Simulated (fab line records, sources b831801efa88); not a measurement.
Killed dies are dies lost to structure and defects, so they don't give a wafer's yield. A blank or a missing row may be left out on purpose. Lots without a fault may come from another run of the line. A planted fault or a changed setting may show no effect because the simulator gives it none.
Problem report in the 8D (eight disciplines) form, filled by code | flow sky130 | the parts of the form that need people (team, actions taken, sign-off) are left out

1. THE PROBLEM
dose_ions_cm2 at SKY_LDD_LDN_IMPLANT_10 reads a mean of 1.92e+13 on 6 wafers of 2 lots; wafers without a fault read 1.25e+13 with a standard deviation of 1.3e+10. That is +99 or more standard deviations from the usual mean.
First seen on wafer L476.1, day 24 08:13, on implanter-02. The record holds 18 wafers of 6 lots with a number at this step. Rule for "out", or "out of limits": more than 4 standard deviations from the usual mean. The other wafers with a number count as sound.

2. WHAT IT IS AND WHAT IT IS NOT
question                    | is                                | is not
which readings at this step | dose_ions_cm2, faraday_current_uA | -
which lots                  | L476, L478                        | L472, L487, L488, L491
which wafers of those lots  | all that have a number            | -
read on which tools         | implanter-02                      | implanter-03
when                        | from day 24 08:13                 | up to then (3 sound wafers); but 9 sound wafers of L487, L488, L491 came after

3. SUSPECTS, AND WHAT RULES EACH OUT
Counting: a tool at a process step up to the reading stays a suspect if it ran every lot that is out and no sound lot after the first of them.
- implanter-02 at SKY_LDD_LDN_IMPLANT_10: ruled out as a lasting fault. Sound lots L487, L488, L491 ran on it after its first lot that is out, L476 (day 24 08:13).
Left after counting: nothing in the record.

4. THE CAUSE (what the simulator had put in)
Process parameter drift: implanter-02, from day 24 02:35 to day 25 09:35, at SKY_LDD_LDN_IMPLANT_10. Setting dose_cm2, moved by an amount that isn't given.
Counting ruled it out, wrongly.

5. THE CHAIN OF EFFECTS, in route order
Each row: a reading whose mean over the struck wafers that have a number lies more than 3 standard deviations from the usual. Only readings for which the record gives a usual standard deviation are gone through. hours: the time from each lot's start at the first step in this table that gives one to its start at this step, as a median over the lots. sigmas: the change in usual standard deviations.
hours | step                   | reading            | usual    | on struck wafers | change    | sigmas
0     | SKY_LDD_LDN_IMPLANT_10 | dose_ions_cm2      | 1.25e+13 | 1.92e+13         | +6.65e+12 | +99 or more
0     | SKY_LDD_LDN_IMPLANT_10 | faraday_current_uA | 70.5     | 107.4            | +36.9     | +25
The process steps in it:
- SKY_LDD_LDN_IMPLANT_10

6. WHAT WOULD HAVE CAUGHT IT SOONER
In this record the first reading out of limits was taken at day 24 08:13, 6 hours after the fault began at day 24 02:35.
